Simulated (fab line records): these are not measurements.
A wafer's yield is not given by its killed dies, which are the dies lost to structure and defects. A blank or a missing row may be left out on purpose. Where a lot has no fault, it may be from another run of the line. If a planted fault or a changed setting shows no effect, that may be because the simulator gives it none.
Tool commonality check -- flow sky130 -- Lots sampled 13, wafers sampled 39

## WHY THIS WAS OPENED
SKY_LDD_P_TW_MEAS_11, reading LDD_P_TW: flagged on 4 of 13 lots. No-fault wafers: 640, standard deviation 5.6.
Rule: a lot is flagged when every wafer of it that has a number lies more than 4 standard deviations from that mean, or none has a number. All remaining lots are regarded as sound.

lot,measured,on,"LDD_P_TW, wafer by wafer",flag
L396,day 19 13:07,film metro-03,634 634 631,
L398,day 20 11:14,film metro-01,645 644 648,
L400,day 20 13:19,film metro-04,641 642 640,
L402,day 21 09:45,film metro-01,643 643 641,
L401,day 21 11:03,film metro-01,644 644 644,
L403,day 21 21:50,film metro-04,634 631 632,
L405,day 22 18:35,film metro-03,633 632 634,
L406,day 23 04:01,film metro-04,639 637 638,
L408,day 23 20:20,film metro-01,638 643 641,
L410,day 24 13:17,film metro-01,407 407 407,FLAGGED
L411,day 24 18:48,film metro-01,407 410 409,FLAGGED
L412,day 25 07:34,film metro-01,409 409 412,FLAGGED
L413,day 25 15:36,film metro-03,406 403 405,FLAGGED
Average over the flagged lots: 408; offset from the usual -232, equal to -42 standard deviations.

## EACH LOT AND THE TOOL IT RAN ON
2 process steps preceding the reading are held in the record, out of 708 steps in the route. Every cell lists first the tool, next ch and the chambers used by the sampled wafers, and last the start.
lot,flag,SKY_VT_ADJUST_NCORE_STRIP_10,SKY_LDD_P_IMPLANT_09
L396,,"plasma asher-03 ch 0,1, day 8 23:02","implanter-03 ch 0, day 19 12:53"
L398,,"plasma asher-01 ch 0, day 9 14:40","implanter-02 ch 0, day 20 11:01"
L400,,"plasma asher-02 ch 0,1, day 9 22:28","implanter-04 ch 0, day 20 13:05"
L402,,"plasma asher-02 ch 0,1, day 10 12:07","implanter-04 ch 0, day 21 09:31"
L401,,"plasma asher-01 ch 0,1, day 10 09:41","implanter-02 ch 0, day 21 10:49"
L403,,"plasma asher-02 ch 0,1, day 10 17:14","implanter-03 ch 0, day 21 21:37"
L405,,"plasma asher-01 ch 0,1, day 11 09:55","implanter-04 ch 0, day 22 18:20"
L406,,"plasma asher-03 ch 0,1, day 11 17:25","implanter-03 ch 0, day 23 03:47"
L408,,"plasma asher-03 ch 0,1, day 12 08:53","implanter-04 ch 0, day 23 20:05"
L410,FLAGGED,"plasma asher-03 ch 0,1, day 12 22:20","implanter-03 ch 0, day 24 13:04"
L411,FLAGGED,"plasma asher-03 ch 0,1, day 13 04:20","implanter-04 ch 0, day 24 18:33"
L412,FLAGGED,"plasma asher-02 ch 0,1, day 13 15:05","implanter-02 ch 0, day 25 07:20"
L413,FLAGGED,"plasma asher-01 ch 0, day 13 20:05","implanter-04 ch 0, day 25 15:22"
What these steps do:
- SKY_VT_ADJUST_NCORE_STRIP_10: strips in O2/N2.
- SKY_LDD_P_IMPLANT_09
- SKY_LDD_P_TW_MEAS_11

## FLAGGED OVER TOTAL, TOOL BY TOOL (the gauges that took the reading come last)
step,tool,lots run,flagged,share of the flagged lots,sound lots run after its first flagged lot
SKY_VT_ADJUST_NCORE_STRIP_10,plasma asher-01,4,1,some,0
SKY_VT_ADJUST_NCORE_STRIP_10,plasma asher-02,4,1,some,0
SKY_VT_ADJUST_NCORE_STRIP_10,plasma asher-03,5,2,some,0
SKY_LDD_P_IMPLANT_09,implanter-02,3,1,some,0
SKY_LDD_P_IMPLANT_09,implanter-03,4,1,some,0
SKY_LDD_P_IMPLANT_09,implanter-04,6,2,some,0
SKY_LDD_P_TW_MEAS_11,film metro-01,7,3,some,0
SKY_LDD_P_TW_MEAS_11,film metro-03,3,1,some,0
SKY_LDD_P_TW_MEAS_11,film metro-04,3,0,none,-

## WHAT IS ALLOWED BY THE TABLE
No row of the table ran every flagged lot.

## WHAT THE SIMULATOR PUT IN
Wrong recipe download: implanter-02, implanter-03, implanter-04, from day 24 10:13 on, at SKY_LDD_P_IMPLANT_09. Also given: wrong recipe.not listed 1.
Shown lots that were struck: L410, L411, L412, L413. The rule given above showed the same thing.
